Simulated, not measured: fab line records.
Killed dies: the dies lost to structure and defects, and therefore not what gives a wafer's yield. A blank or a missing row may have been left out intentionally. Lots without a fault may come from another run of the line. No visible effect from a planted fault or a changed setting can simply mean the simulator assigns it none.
Which tool was responsible? -- flow sfq-line -- 15 lots with 45 wafers sampled at 3 steps, on a route of 325 steps

WHAT THE GAUGES SHOWED, per wafer
SFQ_I4_OVL_MEAS_928.
lot,measured,on,I4_OVL (nm)
L958,day 50 17:11,overlay-01,-4 -6 -3
L959,day 50 19:36,overlay-02,3 6 7
L960,day 55 09:32,overlay-02,1 -4 -4
L963,day 56 13:08,overlay-02,-2 -3 1
L965,day 61 15:56,overlay-01,-6 -5 -4
L966,day 62 03:07,overlay-02,0 -1 -9
L969,day 62 18:42,overlay-02,0 0 -2
L972,day 62 22:18,overlay-02,-5 0 -4
L973,day 63 00:43,overlay-02,-6 -11 -13
L975,day 63 06:42,overlay-02,-6 -6 -6
L976,day 63 11:30,overlay-02,-2 -3 -2
L977,day 63 16:18,overlay-02,-5 -10 -12
L979,day 63 21:06,overlay-02,7 4 9
L980,day 64 01:14,overlay-02,-9 -6 -17
L981,day 64 08:26,overlay-02,1 1 11

WHAT TOOL EACH LOT RAN ON (gives the tool, then ch and the chambers of the sampled wafers, and finally the start)
lot,SFQ_TRILAYER_M2_BARC_OPEN_METAL_ETCH_077,SFQ_TRILAYER_M4_DEP_SPUTTER_091
L958,"rie-metal-02 ch 0,1, day 36 11:03","pvd-sputter-05, day 44 08:15"
L959,"rie-metal-02 ch 0,1, day 36 14:39","pvd-sputter-04, day 44 16:37"
L960,"rie-metal-03 ch 1, day 36 15:51","pvd-sputter-05, day 44 17:38"
L963,"rie-metal-02 ch 0,1, day 38 03:51","pvd-sputter-04, day 51 04:59"
L965,"rie-metal-03 ch 0,1, day 39 06:22","pvd-sputter-05, day 55 22:31"
L966,"rie-metal-02 ch 0,1, day 39 11:40","pvd-sputter-05, day 56 08:07"
L969,"rie-metal-02 ch 0,1, day 39 21:16","pvd-sputter-04, day 56 20:07"
L972,"rie-metal-02 ch 0,1, day 40 00:52","pvd-sputter-05, day 57 03:19"
L973,"rie-metal-03 ch 0,1, day 40 03:17","pvd-sputter-04, day 57 04:31"
L975,"rie-metal-01 ch 0,1, day 40 08:04","pvd-sputter-05, day 57 08:07"
L976,"rie-metal-02 ch 0, day 40 09:16","pvd-sputter-06, day 57 11:44"
L977,"rie-metal-01 ch 0,1, day 40 11:40","pvd-sputter-05, day 57 15:19"
L979,"rie-metal-03 ch 0,1, day 40 15:16","pvd-sputter-04, day 57 23:51"
L980,"rie-metal-01 ch 0,1, day 40 16:28","pvd-sputter-05, day 58 02:25"
L981,"rie-metal-01 ch 0,1, day 40 21:16","pvd-sputter-06, day 58 05:51"
- SFQ_TRILAYER_M2_BARC_OPEN_METAL_ETCH_077: etches BARC in O2, target depth 125 nm, time 41.7 s.
- SFQ_TRILAYER_M4_DEP_SPUTTER_091: material Nb, target thk 200 nm, time 133.3 s.

AS READ BY THE TOOLS THEMSELVES (means over the sampled wafers that have a number; for cases with no such wafer, the mark the record gives instead)
SFQ_TRILAYER_M2_BARC_OPEN_METAL_ETCH_077.
lot,tool,drypump-motor-current-A (A),oes-product-au (a.u.),rf-fwd-power-W (W)
L958,rie-metal-02,6.12,0.684,596.6
L959,rie-metal-02,6.02,0.690,595.8
L960,rie-metal-03,5.72,0.685,593.5
L963,rie-metal-02,6.03,0.680,597.2
L965,rie-metal-03,6.29,0.687,594.6
L966,rie-metal-02,6.00,0.683,596.3
L969,rie-metal-02,6.13,0.687,660.3
L972,rie-metal-02,6.12,0.687,658.9
L973,rie-metal-03,6.32,0.686,593.7
L975,rie-metal-01,6.03,0.679,591.1
L976,rie-metal-02,6.23,0.683,692.7
L977,rie-metal-01,6.04,0.688,590.9
L979,rie-metal-03,6.00,0.685,593.2
L980,rie-metal-01,6.03,0.688,591.0
L981,rie-metal-01,6.01,0.683,591.9

SFQ_TRILAYER_M4_DEP_SPUTTER_091.
lot,tool,throttle-valve-pct (%)
L958,pvd-sputter-05,29.4
L959,pvd-sputter-04,30.3
L960,pvd-sputter-05,29.5
L963,pvd-sputter-04,30.3
L965,pvd-sputter-05,29.3
L966,pvd-sputter-05,29.6
L969,pvd-sputter-04,29.9
L972,pvd-sputter-05,29.3
L973,pvd-sputter-04,30.4
L975,pvd-sputter-05,29.6
L976,pvd-sputter-06,29.7
L977,pvd-sputter-05,29.2
L979,pvd-sputter-04,30.5
L980,pvd-sputter-05,29.3
L981,pvd-sputter-06,29.9

THE ANSWER, worked out from the rows above alone
Rule: usual is defined by the lots themselves. Put in order of their means at a reading, lots are off if they are a third of the lots or fewer, leave a main group of 4 or more, and stand apart from it by a gap of 3 or more times the standard deviation of the main group's means; of several such gaps the widest counts. If all means in a main group match to the digits the tables above print for the reading, that group is not used. A lot without any number at a reading at which 4 lots or more have one is off too. The other lots that the step has rows for count as sound. After the gauges, taken in route order, come the tools' own readings; for these a lot's mean is taken, as printed above. The first step at which some lot is off is used, and at that step the reading that is off furthest; a lot without a number counts as furthest.
Off, at SFQ_TRILAYER_M2_BARC_OPEN_METAL_ETCH_077 on rf-fwd-power-W: L969, L972, L976. For the main group the mean is 593.8 W and the standard deviation 2.2.
A tool fits if, at that step or a process step before it, it ran every lot that is off, and no sound lot after the first of them. One candidate fits, namely rie-metal-02 at SFQ_TRILAYER_M2_BARC_OPEN_METAL_ETCH_077. A fault onset in the window from L966 (day 39 11:40, its last sound lot) to L969 (day 39 21:16, its first lot off) fits.
On the lots that are off, the tool's own readings at SFQ_TRILAYER_M2_BARC_OPEN_METAL_ETCH_077 differ by more than 5 times the standard deviation of the sound lots' means, which bears it out; rf-fwd-power-W reads 670.6 W there versus 593.8 W on the sound lots.

WHAT THE SIMULATOR HAD PUT IN
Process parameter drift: rie-metal-02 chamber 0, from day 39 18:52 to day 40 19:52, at SFQ_TRILAYER_M2_BARC_OPEN_METAL_ETCH_077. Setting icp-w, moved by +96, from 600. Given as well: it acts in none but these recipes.
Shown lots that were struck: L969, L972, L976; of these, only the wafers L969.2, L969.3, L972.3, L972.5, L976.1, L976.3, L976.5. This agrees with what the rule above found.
